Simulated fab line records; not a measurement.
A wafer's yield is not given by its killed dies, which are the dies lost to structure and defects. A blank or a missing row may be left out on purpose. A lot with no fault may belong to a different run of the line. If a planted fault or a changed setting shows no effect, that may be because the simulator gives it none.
fab line records | flow sfqLine
record lots=7 | wafers=20 | lastDay=82
route steps=325 shown L0@8 L0V@16
lots that met no fault: taken from a fault-free run of the same line
startH: the number of hours between the record's first day and the start of the first shown wafer of the lot | waitH: hours since the lot's step before | " same as the row above | L1.1+2: several wafers, shown together as one row | - no value present, or no start provided | * or withheld: withheld | < > ~ a bound
route shown NAME@n: a module of which the file shows steps, and the number in the route of the first | usual: the fault-free wafers' mean and standard deviation | same: alike in all rows | chamber/n: place in a boat | sites: per-site readings | _std_site: the standard deviation of these | _edge_site: outer sites' mean less inner sites' | radiusMm: how far each site lies from the wafer's centre | mask NAME#n: copy n | behind: the tool/chamber that last shaped the wafer | hold: why the lot was held/for how many hours/how that ended | device: transistor that didn't switch, given as n, p or np | end of line: tests of these same wafers at the route's end | a step given without rows: its recipe and nothing more | killed: dies that structure and defects cost at the first sort, which is not the same as the wafer's yield | map: per-die view of a wafer (x killed, . not killed, _ where there is no die)
set.NAME: setting as actually run; set.NAME@STEP: the setting as run at that earlier step | model.NAME: the simulator's own value behind a step, which no gauge read
lots seen at some steps along the route; tables by step, rows by wafer
services: from which hour (startH, from the record's first day; less than 0 if before it) a tool's chamber was out of use, for how many hours, and why
## steps
# step SFQ_TRILAYER_L0_LITHO_SOFTBAKE_009
# recipe tempC=withheld | timeS=withheld | resist=KrF
# step SFQ_TRILAYER_L0_LITHO_EXPOSE_006
# recipe maskId=L0 | na=0.6 | sourceShape=conventional | sigmaOuter=0.65 | targetCdNm=2000 | doseMj=14.4
# step SFQ_TRILAYER_L0_LITHO_PEB_008
# recipe pebTempC=115 | pebTimeS=60 | resist=KrF
# step SFQ_TRILAYER_L0_LITHO_DEVELOP_007
# recipe timeS=60 | resist=KrF
# step SFQ_TRILAYER_L0_BARC_OPEN_METAL_ETCH_010
# recipe maskMaterial=PR | chemistry=O2 | targetDepthNm=125 | target=BARC | icpW=600 | biasW=80 | pressureMtorr=10 | timeS=41.7
# usual drypumpMotorCurrentA=5.7/0.5 | oesProductAu=0.685/0.005 | rfFwdPowerW=593.8/2.6
lot.wafer | tool        | chamber | startH | waitH | drypumpMotorCurrentA | oesProductAu | rfFwdPowerW | rfHoursCounterH
L462.1    | rieMetal-02 | 1       | 34.82  | 0.1   | 5.6                  | 0.680        | 589.3       | 153
L462.3    | "           | 0       | "      | "     | 6.4                  | 0.697        | 596.5       | -
L462.5    | "           | 0       | "      | "     | 6.5                  | 0.684        | 596.1       | -
L464.3    | rieMetal-02 | 1       | 45.64  | 0.1   | 5.6                  | 0.679        | 590.3       | -
L464.4    | "           | 0       | "      | "     | 6.4                  | 0.677        | 597.0       | -
L464.5    | "           | 1       | "      | "     | 5.6                  | 0.684        | 589.8       | -
L468.1    | rieMetal-04 | 0       | 64.82  | 0.1   | 5.3                  | 0.688        | 594.0       | 7
L468.5    | "           | 0       | "      | "     | 5.2                  | 0.681        | 592.1       | -
L468.6    | "           | 1       | "      | "     | 5.0                  | 0.685        | 591.3       | -
L469.1    | rieMetal-01 | 0       | 70.82  | 0.1   | 6.1                  | 0.686        | 592.4       | 0
L469.2    | "           | 1       | "      | "     | 5.5                  | 0.687        | 592.1       | 128
L469.3    | "           | 0       | "      | "     | 6.1                  | 0.686        | 596.9       | -
L470.2    | rieMetal-01 | 1       | 74.42  | 0.1   | 5.5                  | 0.690        | 593.1       | 128
L470.4    | "           | 0       | "      | "     | 6.1                  | 0.687        | 596.9       | -
L479.2    | rieMetal-02 | 1       | 121.64 | 0.1   | 5.6                  | 0.680        | 590.9       | 170
L479.3    | "           | 1       | "      | "     | 5.6                  | 0.680        | 591.8       | -
L479.4    | "           | 0       | "      | "     | 6.5                  | 0.688        | 597.6       | -
L481.3    | rieMetal-02 | 1       | 139.71 | 0.1   | 5.6                  | 0.689        | 588.3       | -
L481.4    | "           | 0       | "      | "     | 6.5                  | 0.683        | 595.3       | -
L481.6    | "           | 1       | "      | "     | 5.6                  | 0.691        | 587.3       | -
# step SFQ_TRILAYER_L0_ETCH_METAL_ETCH_008
# recipe target=MoNx_KI | stopOn=SiO2 | maskMaterial=PR | chemistry=SF6/O2 | targetDepthNm=50 | icpW=600 | biasW=80 | pressureMtorr=10 | timeS=25
# usual drypumpMotorCurrentA=5.7/0.49 | oesProductAu=0.872/0.0077 | rfFwdPowerW=591/3.2
lot.wafer | tool        | chamber | startH | waitH | drypumpMotorCurrentA | oesProductAu | rfFwdPowerW | rfHoursCounterH
L462.1    | rieMetal-02 | 1       | 34.88  | 0.0   | 5.6                  | 0.869        | 583         | 153
L462.3    | "           | 0       | "      | "     | 6.4                  | 0.861        | 593         | -
L462.5    | "           | 0       | "      | "     | 6.4                  | 0.864        | 592         | -
L464.3    | rieMetal-02 | 1       | 45.69  | 0.0   | 5.6                  | 0.870        | 589         | -
L464.4    | "           | 0       | "      | "     | 6.5                  | 0.865        | 594         | -
L464.5    | "           | 1       | "      | "     | 5.6                  | 0.865        | 590         | -
L468.1    | rieMetal-04 | 0       | 64.88  | 0.0   | 5.3                  | 0.882        | 592         | 7
L468.5    | "           | 0       | "      | "     | 5.3                  | 0.877        | 590         | -
L468.6    | "           | 1       | "      | "     | 5.0                  | 0.881        | 592         | -
L469.1    | rieMetal-01 | 0       | 70.88  | 0.0   | 6.1                  | 0.872        | 592         | 0
L469.2    | "           | 1       | "      | "     | 5.5                  | 0.856        | 592         | 128
L469.3    | "           | 0       | "      | "     | 6.0                  | 0.866        | 592         | -
L470.2    | rieMetal-01 | 1       | 74.48  | 0.0   | 5.5                  | 0.870        | 592         | 128
L470.4    | "           | 0       | "      | "     | 6.1                  | 0.879        | 592         | -
L479.2    | rieMetal-02 | 1       | 121.70 | 0.0   | 5.6                  | 0.868        | 585         | 170
L479.3    | "           | 1       | "      | "     | 5.6                  | 0.864        | 585         | -
L479.4    | "           | 0       | "      | "     | 6.5                  | 0.870        | 594         | -
L481.3    | rieMetal-02 | 1       | 139.77 | 0.0   | 5.6                  | 0.870        | 589         | -
L481.4    | "           | 0       | "      | "     | 6.5                  | 0.870        | 592         | -
L481.6    | "           | 1       | "      | "     | 5.6                  | 0.876        | 584         | -
# step SFQ_TRILAYER_L0_STRIP_STRIP_009
# recipe gas=O2 | powerW=200 | platenTempC=40 | overashFraction=0.65 | chemistry=O2 | pressureMtorr=50
# usual drypumpMotorCurrentA=5.7/0.5 | oesProductAu=0.998/0.0081
lot.wafer | tool        | chamber | startH | waitH | drypumpMotorCurrentA | oesProductAu | rfHoursCounterH
L462.1    | rieMetal-02 | 1       | 34.92  | 0.0   | 5.6                  | 0.996        | 153
L462.3    | "           | 0       | "      | "     | 6.5                  | 0.994        | -
L462.5    | "           | 0       | "      | "     | 6.5                  | 0.999        | -
L464.3    | rieMetal-02 | 1       | 45.92  | 0.2   | 5.6                  | 0.996        | -
L464.4    | "           | 0       | "      | "     | 6.4                  | 0.995        | -
L464.5    | "           | 1       | "      | "     | 5.6                  | 1.009        | -
L468.1    | rieMetal-04 | 0       | 64.92  | 0.0   | 5.3                  | 1.006        | 7
L468.5    | "           | 0       | "      | "     | 5.2                  | 1.015        | -
L468.6    | "           | 1       | "      | "     | 5.0                  | 1.000        | -
L469.1    | rieMetal-01 | 0       | 70.92  | 0.0   | 6.1                  | 0.997        | 0
L469.2    | "           | 1       | "      | "     | 5.5                  | 0.988        | 128
L469.3    | "           | 0       | "      | "     | 6.1                  | 1.005        | -
L470.2    | rieMetal-01 | 1       | 74.52  | 0.0   | 5.5                  | 1.002        | 128
L470.4    | "           | 0       | "      | "     | 6.1                  | 1.010        | -
L479.2    | rieMetal-02 | 1       | 121.74 | 0.0   | 5.6                  | 0.993        | 170
L479.3    | "           | 1       | "      | "     | 5.6                  | 0.987        | -
L479.4    | "           | 0       | "      | "     | 6.4                  | 0.980        | -
L481.3    | rieMetal-02 | 1       | 140.00 | 0.2   | 5.6                  | 1.002        | -
L481.4    | "           | 0       | "      | "     | 6.5                  | 0.993        | -
L481.6    | "           | 1       | "      | "     | 5.6                  | 1.001        | -
# step SFQ_TRILAYER_L0_STRIP_SOLV_CLEAN_010
# recipe chemistry=NMP | tempC=70 | timeS=600
# step SFQ_TRILAYER_L0_CAP_PECVD_011
# recipe material=SiO2 | tempC=150 | timeS=13.333 | pressureTorr=2.4 | rfW=183.3 | precursor=SiH4/N2O | targetThkNm=60
# usual heaterPowerW=85/15 | rfFwdPowerW=179.8/0.92 | throttleValvePct=25.3/0.92
lot.wafer | tool     | chamber | startH | waitH | heaterPowerW | rfFwdPowerW | throttleValvePct
L462.1    | pecvd-03 | 0       | 35.70  | 0.0   | 78           | 181.1       | 25.9
L462.3    | "        | 2       | "      | "     | 58           | 179.8       | 26.3
L462.5    | "        | 2       | "      | "     | 60           | 179.5       | 26.1
L464.3    | pecvd-02 | 2       | 46.50  | 0.0   | 87           | 179.9       | 24.2
L464.4    | "        | 2       | "      | "     | 87           | 179.5       | 24.1
L464.5    | "        | 1       | "      | "     | 74           | 180.4       | 24.6
L468.1    | pecvd-03 | 1       | 65.70  | 0.0   | 80           | 181.5       | 26.4
L468.5    | "        | 0       | "      | "     | 85           | 180.4       | 25.6
L468.6    | "        | 1       | "      | "     | 79           | 181.0       | 26.6
L469.1    | pecvd-03 | 0       | 71.70  | 0.0   | 88           | 180.6       | 25.6
L469.2    | "        | 2       | "      | "     | 52           | 180.1       | 26.5
L469.3    | "        | 1       | "      | "     | 73           | 180.9       | 26.8
L470.2    | pecvd-02 | 2       | 75.30  | 0.0   | 87           | 178.9       | 24.5
L470.4    | "        | 1       | "      | "     | 85           | 179.1       | 24.9
L479.2    | pecvd-04 | 0       | 122.52 | 0.0   | 87           | 179.3       | 26.6
L479.3    | "        | 2       | "      | "     | 120          | 179.4       | 25.0
L479.4    | "        | 2       | "      | "     | 118          | 178.7       | 25.3
L481.3    | pecvd-02 | 0       | 140.57 | 0.0   | 110          | 179.0       | 24.1
L481.4    | "        | 1       | "      | "     | 71           | 179.9       | 24.8
L481.6    | "        | 0       | "      | "     | 109          | 178.8       | 24.1
# step SFQ_TRILAYER_L0_VIA_LITHO_COAT_018
# recipe resist=BARC | spinRpm=3000 | resistThkNm=62
# step SFQ_TRILAYER_L0_VIA_LITHO_COAT_013
# recipe resist=KrF | spinRpm=3000 | resistThkNm=650
# step SFQ_TRILAYER_L0_VIA_LITHO_SOFTBAKE_017
# recipe tempC=withheld | timeS=withheld | resist=KrF
# step SFQ_TRILAYER_L0_VIA_LITHO_EXPOSE_014
# recipe maskId=L0V | na=0.6 | sourceShape=conventional | sigmaOuter=0.65 | targetCdNm=700 | doseMj=21.3
lot.wafer  | tool          | chamber | startH | waitH | mask
L462.1+3+5 | krfScanner-01 | 0       | 99.62  | -     | L0V#0
L464.3+4+5 | krfScanner-01 | 0       | 113.22 | -     | L0V#0
L468.1+5+6 | krfScanner-01 | 0       | 136.82 | -     | L0V#0
L469.1+2+3 | krfScanner-01 | 0       | 148.35 | -     | L0V#0
L470.2+4   | krfScanner-01 | 0       | 150.95 | -     | L0V#0
L479.2+3+4 | krfScanner-01 | 0       | 239.87 | -     | L0V#0
L481.3+4+6 | krfScanner-01 | 0       | 256.87 | -     | L0V#0
# step SFQ_TRILAYER_L0_VIA_LITHO_PEB_016
# recipe pebTempC=115 | pebTimeS=60 | resist=KrF
# step SFQ_TRILAYER_L0_VIA_LITHO_DEVELOP_015
# recipe timeS=60 | resist=KrF
# step SFQ_L0V_OVL_MEAS_903
# usual L0V_OVL=-3/5.3
lot.wafer | tool       | chamber | startH | waitH | L0V_OVL[nm]
L462.1    | overlay-01 | -       | 101.12 | 0.1   | 8
L462.3    | "          | -       | "      | "     | 4
L462.5    | "          | -       | "      | "     | 4
L464.3    | overlay-02 | -       | 114.33 | 0.1   | -11
L464.4    | "          | -       | "      | "     | -16
L464.5    | "          | -       | "      | "     | -3
L468.1    | overlay-02 | -       | 138.32 | 0.1   | -3
L468.5    | "          | -       | "      | "     | -3
L468.6    | "          | -       | "      | "     | -15
L469.1    | overlay-01 | -       | 149.85 | 0.1   | -2
L469.2    | "          | -       | "      | "     | -4
L469.3    | "          | -       | "      | "     | 0
L470.2    | overlay-02 | -       | 152.25 | 0.1   | 2
L470.4    | "          | -       | "      | "     | -4
L479.2    | overlay-02 | -       | 241.18 | 0.1   | 6
L479.3    | "          | -       | "      | "     | 14
L479.4    | "          | -       | "      | "     | 12
L481.3    | overlay-01 | -       | 257.98 | 0.1   | 4
L481.4    | "          | -       | "      | "     | -1
L481.6    | "          | -       | "      | "     | -2
# step SFQ_TRILAYER_L0_VIA_BARC_OPEN_VIA_ETCH_021
# recipe maskMaterial=PR | chemistry=O2 | targetDepthNm=125 | target=BARC | sourceW=500 | biasW=80 | pressureMtorr=30 | timeS=41.7
# usual drypumpMotorCurrentA=5.7/0.57 | oesProductAu=0.685/0.005 | rfFwdPowerW=493.9/2.5
lot.wafer | tool       | chamber | startH | waitH | drypumpMotorCurrentA | oesProductAu | rfFwdPowerW | rfHoursCounterH | model.L0V.cdNm
L462.1    | rieDiel-03 | 3       | 101.16 | 0.0   | 5.2                  | 0.682        | 491.1       | 134             | 700.3
L462.3    | "          | 0       | "      | "     | 5.1                  | 0.686        | 494.8       | 6               | 698.6
L462.5    | "          | 1       | "      | "     | 6.5                  | 0.683        | 494.8       | -               | 700.4
L464.3    | rieDiel-03 | 0       | 114.36 | 0.0   | 5.1                  | 0.690        | 497.4       | 6               | 699.3
L464.4    | "          | 1       | "      | "     | 6.5                  | 0.688        | 495.0       | 70              | 700.3
L464.5    | "          | 0       | "      | "     | 5.1                  | 0.685        | 496.5       | -               | 700.7
L468.1    | rieDiel-04 | 2       | 138.36 | 0.0   | 5.6                  | 0.687        | 497.8       | 113             | 699.1
L468.5    | "          | 2       | "      | "     | 5.6                  | 0.689        | 496.5       | -               | 698.8
L468.6    | "          | 3       | "      | "     | 6.3                  | 0.686        | 495.5       | -               | 749.8
L469.1    | rieDiel-02 | 3       | 149.88 | 0.0   | 5.8                  | 0.689        | 496.0       | 143             | 701.6
L469.2    | "          | 1       | "      | "     | 4.8                  | 0.677        | 495.6       | 93              | 750.2
L469.3    | "          | 0       | "      | "     | 6.4                  | 0.691        | 497.2       | 105             | 701.1
L470.2    | rieDiel-03 | 2       | 152.28 | 0.0   | 6.5                  | 0.692        | 491.6       | 1               | 749.3
L470.4    | "          | 0       | "      | "     | 5.1                  | 0.683        | 495.8       | 7               | 699.4
L479.2    | rieDiel-03 | 3       | 241.21 | 0.0   | 5.2                  | 0.686        | 491.0       | 136             | 699.1
L479.3    | "          | 1       | "      | "     | 6.5                  | 0.688        | 493.9       | 72              | 699.4
L479.4    | "          | 0       | "      | "     | 5.1                  | 0.682        | 497.0       | 8               | 699.9
L481.3    | rieDiel-02 | 1       | 258.01 | 0.0   | 4.8                  | 0.686        | 494.8       | 95              | 697.9
L481.4    | "          | 2       | "      | "     | 5.6                  | 0.690        | 493.0       | -               | 699.2
L481.6    | "          | 0       | "      | "     | 6.3                  | 0.679        | 496.3       | -               | 699
# step SFQ_TRILAYER_L0_VIA_ETCH_VIA_ETCH_016
# recipe target=SiO2 | stopOn=MoNx_KI | maskMaterial=PR | chemistry=CHF3 | targetDepthNm=80 | sourceW=500 | biasW=80 | pressureMtorr=30 | timeS=withheld
# usual drypumpMotorCurrentA=5.7/0.56 | oesProductAu=0.843/0.0079 | rfFwdPowerW=494.7/2.3
lot.wafer | tool       | chamber | startH | waitH | drypumpMotorCurrentA | oesProductAu | rfFwdPowerW | model.L0V.cdNm
L462.1    | rieDiel-03 | 3       | 101.20 | 0.0   | 5.2                  | 0.851        | 490.2       | 700.3
L462.3    | "          | 0       | "      | "     | 5.1                  | 0.850        | 496.6       | 698.4
L462.5    | "          | 1       | "      | "     | 6.5                  | 0.857        | 494.6       | 700
L464.3    | rieDiel-03 | 0       | 114.40 | 0.0   | 5.1                  | 0.842        | 496.4       | 699.2
L464.4    | "          | 1       | "      | "     | 6.5                  | 0.842        | 493.6       | 700.3
L464.5    | "          | 0       | "      | "     | 5.1                  | 0.834        | 498.6       | 700.3
L468.1    | rieDiel-04 | 2       | 138.40 | 0.0   | 5.6                  | 0.848        | 496.6       | 699.9
L468.5    | "          | 2       | "      | "     | 5.6                  | 0.850        | 496.9       | 699.1
L468.6    | "          | 3       | "      | "     | 6.3                  | 0.858        | 494.3       | 749.8
L469.1    | rieDiel-02 | 3       | 149.92 | 0.0   | 5.8                  | 0.845        | 494.0       | 702.1
L469.2    | "          | 1       | "      | "     | 4.8                  | 0.852        | 494.6       | 750.6
L469.3    | "          | 0       | "      | "     | 6.4                  | 0.841        | 494.4       | 701
L470.2    | rieDiel-03 | 2       | 152.32 | 0.0   | 6.5                  | 0.827        | 493.1       | 749
L470.4    | "          | 0       | "      | "     | 5.1                  | 0.840        | 495.9       | 699
L479.2    | rieDiel-03 | 3       | 241.25 | 0.0   | 5.2                  | 0.840        | 491.6       | 699.1
L479.3    | "          | 1       | "      | "     | 6.5                  | 0.851        | 493.5       | 699.3
L479.4    | "          | 0       | "      | "     | 5.1                  | 0.845        | 494.2       | 699.8
L481.3    | rieDiel-02 | 1       | 258.05 | 0.0   | 4.8                  | 0.840        | 494.4       | 698.3
L481.4    | "          | 2       | "      | "     | 5.6                  | 0.850        | 493.0       | 699.2
L481.6    | "          | 0       | "      | "     | 6.3                  | 0.839        | 494.8       | 698.6
# step SFQ_TRILAYER_L0_VIA_STRIP_STRIP_017
# recipe gas=O2 | powerW=200 | platenTempC=40 | overashFraction=0.65 | chemistry=O2 | pressureMtorr=50
# usual drypumpMotorCurrentA=5.4/0.47 | oesProductAu=0.999/0.0071
lot.wafer | tool        | chamber | startH | waitH | drypumpMotorCurrentA | oesProductAu | rfHoursCounterH
L462.1    | rieMetal-03 | 0       | 101.24 | -     | 6.1                  | 0.999        | 140
L462.3    | "           | 0       | "      | "     | 6.0                  | 0.999        | -
L462.5    | "           | 0       | "      | "     | 6.1                  | 0.992        | -
L464.3    | rieMetal-01 | 1       | 114.64 | -     | 5.5                  | 0.991        | -
L464.4    | "           | 0       | "      | "     | 6.1                  | 0.998        | -
L464.5    | "           | 0       | "      | "     | 6.1                  | 1.003        | -
L468.1    | rieMetal-04 | 1       | 138.44 | -     | 5.0                  | 1.012        | 118
L468.5    | "           | 1       | "      | "     | 5.0                  | 1.003        | -
L468.6    | "           | 0       | "      | "     | 5.3                  | 1.001        | -
L469.1    | rieMetal-01 | 0       | 149.97 | -     | 6.1                  | 1.000        | 14
L469.2    | "           | 1       | "      | "     | 5.5                  | 0.999        | 141
L469.3    | "           | 1       | "      | "     | 5.5                  | 0.997        | -
L470.2    | rieMetal-04 | 1       | 152.37 | -     | 5.0                  | 1.007        | 120
L470.4    | "           | 1       | "      | "     | 5.0                  | 0.997        | -
L479.2    | rieMetal-01 | 1       | 241.29 | -     | 5.5                  | 1.002        | 151
L479.3    | "           | 0       | "      | "     | 6.1                  | 0.995        | -
L479.4    | "           | 1       | "      | "     | 5.5                  | 0.997        | -
L481.3    | rieMetal-03 | 1       | 258.49 | -     | 4.9                  | 1.003        | -
L481.4    | "           | 1       | "      | "     | 5.0                  | 1.000        | -
L481.6    | "           | 1       | "      | "     | 4.9                  | 1.001        | -
## services
tool          | chamber | startH | hours | kind
krfScanner-01 | -       | 23.47  | 1.0   | pm
rieMetal-01   | -       | 30.79  | 0.5   | repair
rieDiel-02    | 3       | 32.21  | 2.9   | repair
rieDiel-02    | -       | 61.97  | 0.3   | repair
krfScanner-01 | -       | 70.07  | 0.8   | pm
rieMetal-04   | -       | 75.16  | 1.2   | repair
rieDiel-03    | 1       | 97.72  | 2.7   | repair
rieDiel-03    | 2       | 128.09 | 6.2   | repair
krfScanner-01 | -       | 139.22 | 4.0   | pm
rieMetal-01   | 1       | 139.70 | 2.7   | repair
krfScanner-01 | -       | 146.34 | 0.8   | repair
krfScanner-01 | -       | 151.95 | 36.0  | pm
rieDiel-03    | -       | 158.55 | 15.6  | pm
rieDiel-02    | -       | 166.59 | 0.8   | repair
rieDiel-03    | 0       | 176.75 | 2.4   | repair
rieDiel-03    | 0       | 187.89 | 10.4  | repair
krfScanner-01 | -       | 189.82 | 1.3   | pm
krfScanner-01 | -       | 193.52 | 1.0   | pm
rieMetal-04   | 1       | 196.96 | 9.6   | repair
rieMetal-01   | -       | 198.07 | 14.6  | pm
krfScanner-01 | -       | 200.90 | 0.6   | repair
rieDiel-03    | 2       | 209.47 | 2.8   | repair
rieMetal-01   | -       | 234.18 | 1.4   | pm
rieMetal-02   | -       | 251.06 | 0.8   | repair
## key
firstSign none at tools or gauges
modelEffect step=SFQ_TRILAYER_L0_VIA_BARC_OPEN_VIA_ETCH_021 | value=L0V.cdNm | without=699.2 | struck=749.7
modelEffect step=SFQ_TRILAYER_L0_VIA_ETCH_VIA_ETCH_016 | value=L0V.cdNm | without=699.2 | struck=749.8
metAt SFQ_TRILAYER_L0_VIA_LITHO_EXPOSE_014
struckWafers L468.6,L469.2,L470.2
onsetBetween 113.22 136.82
fault kind=processParameterDrift | tool=krfScanner-01 | chamber=- | onsetH=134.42 | steps=SFQ_TRILAYER_L0_VIA_LITHO_EXPOSE_014 | channel=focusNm | offset=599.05 | shape=step | endH=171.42 | scope=struckWafersOnly
